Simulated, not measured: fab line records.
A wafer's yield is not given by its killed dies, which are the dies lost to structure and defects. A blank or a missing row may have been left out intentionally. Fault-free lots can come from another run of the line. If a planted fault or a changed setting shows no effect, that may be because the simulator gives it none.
Comparing a struck lot with a sound one	flow sky130	15 out of 708 route steps
Sound: these wafers, L868.3, L868.4, L868.5. Wafers struck: L880.1, L880.4, L880.6. At the end, the cause is stated.
For every step that has rows: the tool of each side, followed by ch and its chambers, followed by its first start. Under that, the readings that differ: sound wafers	struck wafers	difference of the means	sigmas: that difference in standard deviations of wafers without a fault.
alike: readings with means less than 2 such deviations apart, plus words and numbers identical on both sides. not compared: withheld readings, readings lacking a value on some wafer, bounds such as >300 that could conceal the same value, and numbers that have no deviation in the record and whose values overlap.
Wherever a step has rows on one side only, a row that says differs or no value, or a row with sigmas, the two part there. Numbers that don't overlap but have no deviation are shown without sigmas and don't part them. A reading missing from all wafers of one side parts the sides only when that side holds two or more wafers.

first, 1 step without rows for these wafers: SKY_FIELD_ISO_DEVELOP_12 (develop time 60 s).
SKY_FIELD_ISO_CD_MEAS_13: the cd target is 150 nm.
  sound on cd sem-02 at day 2 08:51; struck on cd sem-02 at day 5 03:04
  alike: cd nm
SKY_FIELD_ISO_ETCH_14: etches BARC in N2/H2, stops on SiO2, time 45.9 s, target depth 60 nm.
  sound on rie diel-04 ch 0,2, day 2 08:56; struck on rie diel-02 ch 1,3, day 5 03:11
  alike: chamber pressure mTorr, drypump motor current A, oes product au, throttle valve pct
  not compared: rf hours counter h
SKY_FIELD_ISO_ETCH_15: etches the open film in CHF3/O2, stops on Si, target depth 180 nm, time 72 s.
  sound on rie diel-04 ch 0,2, day 2 08:59; struck on rie diel-02 ch 1,3, day 5 03:16
  alike: chamber pressure mTorr, drypump motor current A, oes product au, throttle valve pct
  not compared: rf hours counter h
SKY_FIELD_ISO_STRIP_16: strips in O2/N2.
  sound on plasma asher-04 ch 0,1, day 2 09:04; struck on plasma asher-04 ch 0,1, day 5 03:20
  alike: chamber pressure mTorr, drypump motor current A, oes product au, strip time to endpoint s
  not compared: rf hours counter h
SKY_FIELD_ISO_ETCH_17: etches Si in HBr/Cl2/O2, target depth 342 nm, time 97.7 s.
  sound on rie si-01 ch 0,2,3, day 2 09:08; struck on rie si-02 ch 1,3, day 5 03:26
  alike: chamber pressure mTorr, drypump motor current A, mfc cl2 sccm, oes product au, throttle valve pct
  not compared: rf hours counter h
then, 5 steps without rows for these wafers: SKY_FIELD_ISO_WET_ETCH_18 (etches Si3N4 in H3PO4, target depth 25 nm, time 286 s); SKY_FIELD_ISO_CLEAN_19 (cleans in SC1/SC2, time 150 s); SKY_FIELD_ISO_CLEAN_20 (cleans in dHF, time 20 s); SKY_FIELD_ISO_WET_ETCH_21 (etches SiO2 in dHF, target depth 20 nm, time 400 s); SKY_FIELD_ISO_OXIDATION_22 (stabilise 600 s, purge 300 s, target thk 10 nm).
SKY_FIELD_ISO_THK_MEAS_23:
  sound on film metro-02 at day 2 11:14; struck on film metro-02 at day 5 05:59
  alike: FIELD_ISO_OXIDATION_01_THK
SKY_FIELD_ISO_CVD_24: deposits SiO2, target thk 595 nm, time 99.2 s.
  sound on hdpcvd-02 ch 1,2, day 2 11:16; struck on hdpcvd-02 ch 0,2, day 5 06:03
reading	sound	struck	difference	sigmas
pressure mtorr (mTorr)	6.000 6.010 6.013	4.794 4.793 4.808	-1.209	-99 or more
SKY_FIELD_ISO_THK_MEAS_25:
  sound on film metro-04 at day 2 11:22; struck on film metro-03 at day 5 06:07
  alike: FIELD_ISO_CVD_24_THK
following that, these wafers have no rows for 1 step: SKY_PAD_OPEN_PROBE_99.

== WHERE THEY PART ==
Within this record, at SKY_FIELD_ISO_CVD_24 only. Later steps at which nothing parts them and some readings are alike: SKY_FIELD_ISO_THK_MEAS_25.

WHY: what had been put in by the simulator
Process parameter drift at SKY_FIELD_ISO_CVD_24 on hdpcvd-02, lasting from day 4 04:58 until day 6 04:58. From 6, the setting pressure mtorr moved by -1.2. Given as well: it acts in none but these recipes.
